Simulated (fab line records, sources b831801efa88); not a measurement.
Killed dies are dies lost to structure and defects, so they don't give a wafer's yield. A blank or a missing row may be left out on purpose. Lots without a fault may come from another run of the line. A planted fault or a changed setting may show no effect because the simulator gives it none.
A struck lot beside a sound one | flow sky130 | 21 steps out of a route of 708
Sound: wafers L417.2, L417.3, L417.5. Struck: wafers L416.2, L416.4, L416.5. The cause comes at the end.
At each step with rows: each side's tool, then ch and its chambers, then its first start. Under that, the readings that differ: sound wafers | struck wafers | difference of the means | sigmas: that difference in standard deviations of wafers without a fault.
alike: readings whose means differ by less than 2 such deviations, and words and numbers that are the same on both sides. not compared: withheld readings, readings that some wafer has no value for, bounds like >300 that may hide the same value, and numbers for which the record gives no deviation and whose values overlap.
The two part at a step that has a row with sigmas, a row that says differs or no value, or rows on one side only. Numbers that don't overlap but have no deviation are shown without sigmas and don't part them. A reading that every wafer of one side lacks parts them only if that side has two wafers or more.

first, 1 step without rows for these wafers: SKY_RES_XHIGH_IMPLANT_07.
SKY_RES_XHIGH_STRIP_08: strips in O2/N2.
  sound on plasma_asher-04 ch 1, day 31 07:52; struck on plasma_asher-01 ch 0, day 30 22:37
  reading                      | sound             | struck            | difference | sigmas
  strip_time_to_endpoint_s (s) | 14.26 14.22 14.20 | 14.34 14.31 14.30 | +0.09      | +3
  alike: drypump_motor_current_A, oes_product_au
  not compared: rf_hours_counter_h
SKY_RES_XHIGH_TW_MEAS_09:
  sound on film_metro-01, day 31 07:59; struck on film_metro-03, day 30 22:43
  alike: RES_XHIGH_TW
then, 7 steps without rows for these wafers: SKY_SD_N_DEHYDRATE_00 (time 60 s); SKY_SD_N_HMDS_01 (prime time 60 s); SKY_SD_N_COAT_02 (resist thk 1140 nm); SKY_SD_N_SOFTBAKE_03 (time 60 s); SKY_SD_N_EXPOSE_04 (exposes mask NSDM, target cd 380 nm); SKY_SD_N_PEB_05; SKY_SD_N_DEVELOP_06 (develop time 60 s).
SKY_SD_N_CD_MEAS_07: target cd 380 nm.
  sound on cd_sem-01, day 32 11:31; struck on cd_sem-02, day 32 01:32
  alike: cd_nm
SKY_SD_N_OVL_MEAS_08:
  sound on overlay-01, day 32 11:38; struck on overlay-02, day 32 01:39
  alike: SD_N_OVL
SKY_SD_N_IMPLANT_09:
  sound on implanter-03 ch 0, day 32 11:41; struck on implanter-04 ch 0, day 32 01:42
  reading                   | sound                | struck               | difference | sigmas
  beam_energy_keV           | 50.005 50.028 50.031 | 68.332 68.327 68.320 | +18.305    | +99 or more
  model.implant.rp_nm (nm)  | 32.13 32.13 32.13    | 41.48 41.48 41.48    | +9.35      |
  model.implant.drp_nm (nm) | 14.11 14.11 14.11    | 17.9 17.9 17.9       | +3.8       |
then, 1 step without rows for these wafers: SKY_SD_N_IMPLANT_10.
SKY_SD_N_STRIP_11: strips in O2/N2.
  sound on plasma_asher-03 ch 0,1, day 32 11:58; struck on plasma_asher-03 ch 0,1, day 32 01:59
  reading                      | sound             | struck            | difference | sigmas
  oes_product_au (a.u.)        | 0.527 0.530 0.520 | 0.499 0.498 0.492 | -0.029     | -7
  strip_time_to_endpoint_s (s) | 22.50 22.51 22.52 | 25.28 25.28 25.31 | +2.78      | +93
  alike: drypump_motor_current_A
  not compared: rf_hours_counter_h
SKY_SD_N_TW_MEAS_12:
  sound on film_metro-01, day 32 12:04; struck on film_metro-01, day 32 02:05
  reading | sound          | struck         | difference | sigmas
  SD_N_TW | 3994 4002 4022 | 4331 4324 4308 | +315       | +18
then, 1 step without rows for these wafers: SKY_SD_N_CLEAN_13 (cleans in SC1/SC2, time 150 s).
SKY_SD_N_RTA_14: time 2 s.
  sound on rtp_anneal-01 ch 0, day 32 12:11; struck on rtp_anneal-02 ch 0, day 32 02:12
  alike: anneal_temp_c_max, lamp_power_pct, ramp_up_c_per_s, wafer_temp_C_max
SKY_SD_N_RS_MEAS_16: measures by four-point-probe.
  sound on film_metro-01, day 32 12:22; struck on film_metro-02, day 32 02:23
  reading          | sound             | struck            | difference | sigmas
  SD_N_RS (ohm/sq) | 68.59 68.44 68.47 | 57.87 57.87 57.73 | -10.68     | -82
SKY_SD_N_RS_MEAS_17: measures by four-point-probe.
  sound on film_metro-01, day 32 12:29; struck on film_metro-02, day 32 02:30
  alike: SD_P_RS
-- the record jumps here: 17 days lie between the struck wafers' starts before and after (it left off in module SD_N and takes up again in module PAD_OPEN, whose first step shown is number 708 of the route) --
SKY_PAD_OPEN_PROBE_99:
  sound on prober-01, day 49 03:37; struck on prober-02, day 48 19:43
  reading                                     | sound                | struck              | difference | sigmas
  model.etest.res_ndiff.line_ohm_um           | 751.6 741.7 738.3    | 639.6 646.6 646.5   | -99.6      |
  model.etest.sonos_uncharged.r_on_ohm_um     | 805.1 799 812.4      | 779.3 779.5 796.4   | -20.4      |
  model.etest.nfet_01v8_lvt.drive_ua_um       | 530.6 528.3 511.6    | 541.2 550.8 539.5   | +20.3      |
  model.etest.res_ndiff.rs_ohm_sq             | 119.5 119.5 120.4    | 102.9 103 102.4     | -17.0      |
  model.etest.res_ndiff_hv.rs_ohm_sq          | 114.1 112.7 114.3    | 97.19 97.37 96.74   | -16.60     |
  model.etest.sonos_programmed.off_log10_a_um | -13.89 -13.89 -13.9  | -13.1 -13.63 -13.45 | +0.5       |
  model.etest.nfet_01v8_lvt.vt_sat_v (V)      | 0.5527 0.5609 0.5648 | 0.5308 0.529 0.5353 | -0.0278    |
  alike: killed_at_M0_to_M3, killed_at_M4_up, killed_at_contacts, killed_at_front_end, killed_at_other, killed_dies, killed_open, killed_short
  not compared: model.etest.nfet_01v8.vt_sat_v

WHERE THEY PART
First at SKY_RES_XHIGH_STRIP_08; last, within this record, at SKY_SD_N_RS_MEAS_16. Later steps at which nothing parts them and some readings are alike: SKY_SD_N_RS_MEAS_17, SKY_PAD_OPEN_PROBE_99.

WHY: what the simulator had put in
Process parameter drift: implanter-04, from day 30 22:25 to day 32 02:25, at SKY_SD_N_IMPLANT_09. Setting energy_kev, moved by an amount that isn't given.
